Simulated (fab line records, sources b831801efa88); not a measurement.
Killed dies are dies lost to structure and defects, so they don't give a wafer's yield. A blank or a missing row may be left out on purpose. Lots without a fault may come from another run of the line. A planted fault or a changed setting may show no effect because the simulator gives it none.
fab line records | flow sky130
record lots=14 wafers=42 last_day=50
route steps=708 shown VIA4@640 METAL5@663 PASSIVATION@682
lots that met no fault: from a run of the same line without faults
start_h: hours from the record's first day to the start of the lot's first wafer shown | wait_h: hours since the lot's step before | " the same as in the row above | L1.1+2: a row that stands for several wafers | - no value, or no start given | * or withheld: withheld | < > ~ a bound
route shown NAME@n: a module of which the file shows steps, and the number in the route of the first | usual: mean/standard deviation of fault-free wafers | same: alike in all rows | chamber/n: place in a boat | sites: the reading at each site | _std_site: their standard deviation | _edge_site: outer sites' mean less inner sites' | radius_mm: how far each site lies from the wafer's centre | mask NAME#n: copy n | behind: the tool/chamber that last shaped the wafer | hold: why the lot was held/for how many hours/how that ended | device: the transistor (n, p or np) that didn't switch | end of line: the same wafers' tests at the end of the route | a step without rows: its recipe alone | killed: dies lost to structure and defects at the first sort, not the wafer's yield | map: a wafer's dies, x killed, . not, _ none there
set.NAME: the setting as run; set.NAME@STEP: as run at that earlier step | model.NAME: the simulator's own value behind a step, which no gauge read
steps of the route over a sample of lots; a table a step, a row a wafer
services: from which hour (start_h, from the record's first day; less than 0 if before it) a tool's chamber was out of use, for how many hours, and why
## steps
# step SKY_VIA4_THK_MEAS_01
# recipe reads=SiO2_of_VIA4_HDPCVD_00
# usual VIA4_HDPCVD_THK=1760/19
# columns lot.wafer tool chamber start_h wait_h VIA4_HDPCVD_THK[nm]
L201.1 film_metro-03 - 981.75 0.2 1756
L201.3 " - " " 1751
L201.4 " - " " 1758
L202.1 film_metro-02 - 982.90 0.1 1759
L202.2 " - " " 1765
L202.5 " - " " 1770
L203.1 film_metro-03 - 995.79 0.1 1779
L203.4 " - " " 1747
L203.5 " - " " 1764
L207.3 film_metro-02 - 1021.32 0.1 1754
L207.4 " - " " 1782
L207.6 " - " " 1745
L206.2 film_metro-03 - 1024.33 0.1 1752
L206.4 " - " " 1744
L206.6 " - " " 1735
L208.3 film_metro-03 - 1041.85 0.1 1744
L208.4 " - " " 1756
L208.5 " - " " 1745
L212.1 film_metro-03 - 1059.67 0.1 1738
L212.2 " - " " 1749
L212.6 " - " " 1782
L213.2 film_metro-02 - 1067.91 0.1 1739
L213.4 " - " " 1761
L213.5 " - " " 1740
L214.3 film_metro-03 - 1072.98 0.1 1743
L214.4 " - " " 1752
L214.6 " - " " 1762
L215.2 film_metro-02 - 1073.04 0.1 1724
L215.3 " - " " 1735
L215.6 " - " " 1724
L221.2 film_metro-01 - 1105.39 0.1 1772
L221.3 " - " " 1790
L221.6 " - " " 1782
L222.4 film_metro-01 - 1110.10 0.0 1758
L222.5 " - " " 1753
L222.6 " - " " 1773
L223.3 film_metro-01 - 1114.92 0.1 1755
L223.4 " - " " 1751
L223.6 " - " " 1743
L224.2 film_metro-03 - 1125.25 0.1 1743
L224.3 " - " " 1770
L224.5 " - " " 1750
# step SKY_METAL5_SPUTTER_02
# recipe material=AlCu target_thk_nm=1150 power_w=10600 time_s=61.2 chamber_pressure_pa=0.4
# usual chamber_pressure_pa=0.4001/0.00081 throttle_valve_pct=30.1/0.48
# columns lot.wafer tool chamber start_h wait_h chamber_pressure_pa throttle_valve_pct
L201.1 pvd_sputter-02 - 1006.61 0.0 0.3990 30.6
L201.3 " - " " 0.4001 30.0
L201.4 " - " " 0.3996 29.9
L202.1 pvd_sputter-04 - 1006.91 0.0 0.3997 29.5
L202.2 " - " " 0.3993 30.3
L202.5 " - " " 0.3991 29.6
L203.1 pvd_sputter-03 - 1020.02 0.0 0.4000 30.6
L203.4 " - " " 0.3993 30.6
L203.5 " - " " 0.3992 30.7
L207.3 pvd_sputter-02 - 1045.26 0.0 0.4002 29.3
L207.4 " - " " 0.4006 29.7
L207.6 " - " " 0.4009 30.3
L206.2 pvd_sputter-04 - 1048.70 0.0 0.4002 30.2
L206.4 " - " " 0.3995 30.1
L206.6 " - " " 0.3984 29.8
L208.3 pvd_sputter-04 - 1065.50 0.0 0.3998 30.0
L208.4 " - " " 0.4009 30.1
L208.5 " - " " 0.3987 29.6
L212.1 pvd_sputter-04 - 1082.66 0.0 0.4002 29.7
L212.2 " - " " 0.4008 29.7
L212.6 " - " " 0.4002 29.8
L213.2 pvd_sputter-04 - 1089.83 0.0 0.4013 30.0
L213.4 " - " " 0.3999 29.9
L213.5 " - " " 0.3993 30.1
L214.3 pvd_sputter-04 - 1095.13 0.0 0.3996 29.8
L214.4 " - " " 0.4014 30.1
L214.6 " - " " 0.3994 30.2
L215.2 pvd_sputter-04 - 1095.66 0.0 0.4005 29.9
L215.3 " - " " 0.3999 30.4
L215.6 " - " " 0.4001 29.6
L221.2 pvd_sputter-04 - 1126.52 0.0 0.4010 30.0
L221.3 " - " " 0.4000 30.2
L221.6 " - " " 0.4020 30.0
L222.4 pvd_sputter-03 - 1131.08 0.0 0.4008 30.8
L222.5 " - " " 0.3989 30.7
L222.6 " - " " 0.4000 30.7
L223.3 pvd_sputter-02 - 1136.47 0.0 0.4000 29.5
L223.4 " - " " 0.4002 30.6
L223.6 " - " " 0.3992 29.2
L224.2 pvd_sputter-02 - 1146.35 0.0 0.4002 29.9
L224.3 " - " " 0.4012 29.7
L224.5 " - " " 0.3997 30.7
# step SKY_PASSIVATION_THK_MEAS_01
# recipe reads=SiO2_of_PASSIVATION_CVD_00
# usual PASSIVATION_CVD_00_THK=89.8/1.2
# columns lot.wafer tool chamber start_h wait_h PASSIVATION_CVD_00_THK[nm]
L201.1 film_metro-04 - 1030.14 - 89.3
L201.3 " - " " 88.2
L201.4 " - " " 90.0
L202.1 film_metro-04 - 1030.38 - 91.3
L202.2 " - " " 89.8
L202.5 " - " " 89.4
L203.1 film_metro-04 - 1043.23 - 89.3
L203.4 " - " " 90.9
L203.5 " - " " 90.7
L207.3 film_metro-04 - 1068.09 - 87.8
L207.4 " - " " 90.1
L207.6 " - " " 89.7
L206.2 film_metro-01 - 1070.95 - 88.9
L206.4 " - " " 91.0
L206.6 " - " " 90.0
L208.3 film_metro-01 - 1087.47 - 89.6
L208.4 " - " " 90.4
L208.5 " - " " 89.0
L212.1 film_metro-01 - 1104.43 - 88.9
L212.2 " - " " 89.2
L212.6 " - " " 89.5
L213.2 film_metro-01 - 1110.84 - 90.1
L213.4 " - " " 91.2
L213.5 " - " " 90.0
L214.3 film_metro-01 - 1115.79 - 90.1
L214.4 " - " " 90.8
L214.6 " - " " 91.6
L215.2 film_metro-04 - 1116.85 - 88.6
L215.3 " - " " 87.9
L215.6 " - " " 89.3
L221.2 film_metro-02 - 1146.78 - 90.3
L221.3 " - " " 89.5
L221.6 " - " " 92.1
L222.4 film_metro-01 - 1150.09 - 90.7
L222.5 " - " " 91.3
L222.6 " - " " 91.1
L223.3 film_metro-01 - 1155.87 - 88.4
L223.4 " - " " 90.5
L223.6 " - " " 90.3
L224.2 film_metro-01 - 1164.88 - 88.5
L224.3 " - " " 87.7
L224.5 " - " " 89.4
# step SKY_PASSIVATION_ETCH_11
# recipe chemistry=CF4/O2 target_depth_nm=725 stop_on=AlCu source_w=800 bias_w=150 pressure_mtorr=150 cf4_flow_sccm=80 O2_flow_sccm=10 time_s=161.1
# usual O2_flow_sccm=10.00/0.03 bias_w=150.0/0.43 drypump_motor_current_A=5.7/0.46 oes_product_au=0.974/0.0073 rf_fwd_power_W=796.7/2.5 throttle_valve_pct=5.962/0.0096
# columns lot.wafer tool chamber start_h wait_h O2_flow_sccm bias_w drypump_motor_current_A oes_product_au rf_fwd_power_W rf_hours_counter_h throttle_valve_pct
L201.1 rie_diel-01 0 1052.24 - 9.99 149.7 5.8 0.979 799.6 8 5.956
L201.3 " 3 " " 9.99 149.8 5.7 0.957 799.4 8 5.972
L201.4 " 2 " " 9.98 149.9 6.3 0.979 792.6 6 5.976
L202.1 rie_diel-03 3 1052.66 - 10.01 150.4 5.1 0.979 799.9 11 5.960
L202.2 " 2 " " 10.00 149.5 6.1 0.968 800.6 24 5.963
L202.5 " 1 " " 10.05 149.9 6.3 0.975 796.0 - 5.974
L203.1 rie_diel-04 0 1065.81 - 10.00 149.1 4.9 0.972 795.1 20 5.944
L203.4 " 1 " " 9.99 150.0 5.6 0.982 798.4 14 5.973
L203.5 " 2 " " 9.96 150.5 5.7 0.974 799.0 - 5.965
L207.3 rie_diel-03 1 1089.18 - 9.99 150.2 6.2 0.972 797.1 28 5.968
L207.4 " 0 " " 9.99 150.0 5.3 0.978 795.2 18 5.963
L207.6 " 2 " " 9.96 149.4 6.1 0.981 798.2 - 5.952
L206.2 rie_diel-03 1 1092.03 - 10.00 150.1 6.2 0.980 793.1 28 5.965
L206.4 " 0 " " 10.01 150.9 5.3 0.982 794.5 18 5.955
L206.6 " 1 " " 10.00 149.7 6.2 0.975 795.9 - 5.956
L208.3 rie_diel-01 0 1106.71 - 9.98 150.3 5.8 0.970 794.9 9 5.946
L208.4 " 1 " " 10.00 150.3 5.2 0.982 794.0 3 5.956
L208.5 " 2 " " 9.97 150.2 6.3 0.969 797.1 - 5.967
L212.1 rie_diel-03 1 1124.19 - 9.98 149.0 6.2 0.969 793.5 29 5.965
L212.2 " 2 " " 10.01 149.6 6.1 0.972 798.5 27 5.949
L212.6 " 3 " " 10.01 150.0 5.1 0.969 793.4 - 5.963
L213.2 rie_diel-01 2 1131.21 - 10.04 150.1 6.3 0.970 801.2 8 5.957
L213.4 " 3 " " 10.03 149.8 5.6 0.967 799.7 10 5.960
L213.5 " 1 " " 10.03 149.4 5.2 0.983 797.7 - 5.963
L214.3 rie_diel-03 0 1135.41 - - - - - - - -
L214.4 " 3 " " - - - - - - -
L214.6 " 0 " " - - - - - - -
L215.2 rie_diel-03 3 1136.94 - - - - - - - -
L215.3 " 1 " " - - - - - - -
L215.6 " 1 " " - - - - - - -
L221.2 rie_diel-01 2 1164.59 - 9.96 150.3 6.3 0.964 794.1 9 5.952
L221.3 " 3 " " 9.99 149.8 5.7 0.952 793.1 11 5.968
L221.6 " 0 " " 10.00 150.3 5.8 0.972 795.0 - 5.965
L222.4 rie_diel-03 0 1167.86 - 10.06 149.2 5.3 0.976 799.7 - 5.976
L222.5 " 1 " " 10.02 149.5 6.2 0.982 799.0 - 5.958
L222.6 " 2 " " 10.02 149.3 6.1 0.987 799.2 - 5.969
L223.3 rie_diel-03 2 1172.89 - 9.99 150.1 6.1 0.977 800.5 29 5.968
L223.4 " 1 " " 10.01 150.1 6.2 0.972 794.4 32 5.961
L223.6 " 3 " " 9.99 150.2 5.1 0.976 796.9 - 5.946
L224.2 rie_diel-01 0 1182.11 - 10.07 150.2 5.8 0.972 799.0 12 5.948
L224.3 " 3 " " 10.00 149.0 5.7 0.956 797.9 12 5.963
L224.5 " 0 " " 10.05 149.5 5.8 0.984 793.3 - 5.979
# step SKY_PASSIVATION_STRIP_12
# recipe chemistry=O2/N2 power_w=1400 pressure_mtorr=1500 platen_temp_c=withheld overash_fraction=0.7 o2_flow_sccm=3000 n2_flow_sccm=300
# usual drypump_motor_current_A=5.8/0.6 oes_product_au=0.661/0.0044 strip_time_to_endpoint_s=31.20/0.16
# columns lot.wafer tool chamber start_h wait_h drypump_motor_current_A oes_product_au rf_hours_counter_h strip_time_to_endpoint_s
L201.1 plasma_asher-02 0 1052.35 0.1 6.1 0.656 31 31.17
L201.3 " 0 " " 6.1 0.663 - 31.35
L201.4 " 1 " " 4.8 0.659 - 31.06
L202.1 plasma_asher-03 0 1052.76 0.1 5.5 0.663 56 31.06
L202.2 " 1 " " 5.9 0.662 56 31.19
L202.5 " 0 " " 5.5 0.657 - 31.20
L203.1 plasma_asher-04 1 1065.91 0.1 6.2 0.661 0 31.13
L203.4 " 0 " " 6.4 0.659 - 30.90
L203.5 " 1 " " 6.2 0.662 - 31.01
L207.3 plasma_asher-04 0 1089.32 0.1 6.4 0.667 - 31.03
L207.4 " 1 " " 6.2 0.661 - 31.21
L207.6 " 0 " " 6.4 0.661 - 31.16
L206.2 plasma_asher-04 1 1092.13 0.1 6.2 0.663 3 31.01
L206.4 " 0 " " 6.4 0.666 - 31.10
L206.6 " 0 " " 6.4 0.655 - 31.18
L208.3 plasma_asher-02 1 1106.85 0.1 4.8 0.666 - 31.15
L208.4 " 0 " " 6.1 0.659 - 31.20
L208.5 " 1 " " 4.8 0.659 - 31.01
L212.1 plasma_asher-02 1 1124.30 0.1 4.7 0.658 38 31.08
L212.2 " 0 " " 6.1 0.665 38 31.29
L212.6 " 0 " " 6.1 0.658 - 31.38
L213.2 plasma_asher-02 1 1131.31 0.1 4.7 0.663 39 30.65
L213.4 " 1 " " 4.8 0.662 - 31.16
L213.5 " 1 " " 4.7 0.667 - 31.14
L214.3 plasma_asher-04 0 1135.55 0.1 6.4 0.658 - 36.68
L214.4 " 1 " " 6.2 0.666 - 36.62
L214.6 " 0 " " 6.4 0.670 - 36.73
L215.2 plasma_asher-02 1 1137.05 0.1 4.8 0.671 40 36.66
L215.3 " 0 " " 6.1 0.664 - 36.74
L215.6 " 1 " " 4.8 0.666 - 36.62
L221.2 plasma_asher-03 0 1164.70 0.1 5.5 0.658 67 30.90
L221.3 " 0 " " 5.5 0.659 - 31.33
L221.6 " 1 " " 5.8 0.662 - 31.00
L222.4 plasma_asher-04 1 1167.95 0.0 6.2 0.664 - 31.33
L222.5 " 0 " " 6.4 0.667 - 31.26
L222.6 " 1 " " 6.2 0.661 - 31.16
L223.3 plasma_asher-04 1 1173.03 0.1 6.2 0.660 - 31.09
L223.4 " 0 " " 6.4 0.662 - 31.10
L223.6 " 0 " " 6.4 0.656 - 31.16
L224.2 plasma_asher-04 0 1182.21 0.1 6.4 0.662 12 31.26
L224.3 " 1 " " 6.2 0.664 - 31.42
L224.5 " 0 " " 6.4 0.658 - 31.38
## services
# columns tool chamber start_h hours kind
pvd_sputter-03 - 985.08 0.5 repair
plasma_asher-04 - 1009.51 4.9 repair
plasma_asher-02 - 1016.69 2.8 pm
rie_diel-04 2 1016.73 5.7 repair
pvd_sputter-03 - 1020.49 6.9 repair
rie_diel-03 0 1027.24 18.4 repair
pvd_sputter-02 - 1040.11 1.9 repair
rie_diel-01 - 1044.88 0.6 repair
plasma_asher-04 - 1050.82 2.6 repair
plasma_asher-04 - 1055.25 9.0 pm
rie_diel-01 - 1074.41 15.6 pm
pvd_sputter-03 - 1076.73 8.2 repair
rie_diel-04 - 1102.46 1.2 repair
plasma_asher-04 - 1102.90 0.6 repair
rie_diel-04 3 1103.02 2.6 repair
pvd_sputter-04 3 1106.74 - consumable_replace:kit
rie_diel-03 2 1133.58 9.2 repair
rie_diel-03 3 1139.52 2.4 repair
plasma_asher-04 - 1139.99 2.8 pm
rie_diel-03 1 1151.79 2.6 repair
pvd_sputter-02 - 1155.80 3.5 repair
rie_diel-01 1 1164.40 4.4 repair
pvd_sputter-02 - 1165.86 6.5 repair
rie_diel-03 3 1165.88 5.7 repair
## key
first_sign step=SKY_PASSIVATION_ETCH_11 reading=tool_record direction=missing
effect step=SKY_PASSIVATION_STRIP_12 reading=strip_time_to_endpoint_s direction=up sigmas=35 usual=* struck=*
met_at SKY_PASSIVATION_ETCH_11
struck_lots L214,L215
later_rows_left_out L214.3,L214.4,L214.6,L215.2,L215.3,L215.6
sort_left_out L214.3,L214.4,L214.6,L215.2,L215.3,L215.6
not_acting_at SKY_VIA4_THK_MEAS_01,SKY_METAL5_SPUTTER_02,SKY_PASSIVATION_THK_MEAS_01
onset_between 1124.19 1135.41
fault kind=skipped_step_whole tool=rie_diel-03 chamber=- onset_h=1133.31 steps=SKY_PASSIVATION_ETCH_11 scope=struck_lots_only
# sort_left_out: the simulated sort isn't trusted on such a fault, so these wafers' sort isn't shown, and their yield isn't known
# later_rows_left_out: the simulator's readings of these wafers behind a module that went badly wrong aren't trusted and aren't shown, but for the sort
